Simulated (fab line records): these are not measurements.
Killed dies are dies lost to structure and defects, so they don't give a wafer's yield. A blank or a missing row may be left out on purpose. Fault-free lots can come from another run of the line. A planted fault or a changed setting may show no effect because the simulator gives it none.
Chamber matching ; flow gf180mcu ; 3 sister chambers for GF_V3_CMP_04 on cmp-01
The step polishes SiO2. 14 wafers are shown with their chamber, then 5 later ones without.

## WAFERS PAIRED WITH THEIR CHAMBERS
wafer;chamber;edge-zone-pressure-frac;motor-current-A (A);time-to-endpoint-s (s)
L596.3;3;0.994;12.2;78
L596.4;0;1.005;11.9;83
L596.5;0;0.999;12.1;79
L597.1;0;1.003;11.2;79
L597.2;1;0.997;11.9;78
L597.6;0;1.000;11.7;82
L610.1;3;0.998;11.5;81
L610.2;1;0.991;11.1;89
L610.5;0;1.005;11.2;88
L612.2;3;0.997;11.9;92
L612.4;0;1.009;12.2;87
L612.6;0;1.005;11.2;89
L614.1;0;1.004;11.7;86
L614.2;3;1.001;12.3;82

SIGNATURES (averages over the wafers above)
reading;chamber 0;chamber 1;chamber 3;scatter within a chamber
edge-zone-pressure-frac;1.00375;0.99400;0.99750;0.0032
motor-current-A;11.650;11.500;11.975;0.414
time-to-endpoint-s;84.12;83.50;83.25;5.05
Rule: a wafer's distance from a chamber is the root of the sum, over the readings, of the square of ((its reading less the chamber's mean) divided by the reading's scatter). If the next closest chamber is less than 2 further off than the closest, the wafer can't be placed; otherwise it belongs to the closest. The scatter: the root of (the sum of the squares of (reading less its chamber's mean) over the shown wafers, divided by (wafers less chambers)).

## WAFERS WHOSE CHAMBER IS MISSING
wafer;edge-zone-pressure-frac;motor-current-A (A);time-to-endpoint-s (s)
L617.1;0.997;11.5;75
L617.5;1.000;11.5;81
L617.6;1.010;11.8;77
L618.2;1.010;11.8;78
L618.4;0.999;11.1;83

## THE CHAMBER EACH PASSED THROUGH
wafer;from the rows above;in truth
L617.1;can't be placed: 1 or 3 or 0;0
L617.5;can't be placed: 0 or 3 or 1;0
L617.6;can't be placed: 0 or 3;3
L618.2;can't be placed: 0 or 3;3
L618.4;can't be placed: 1 or 0 or 3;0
0 of 5 placed correctly. Cannot be placed on the basis of these rows: 5; the candidates contain the true chamber in 5. Wrongly placed: 0.
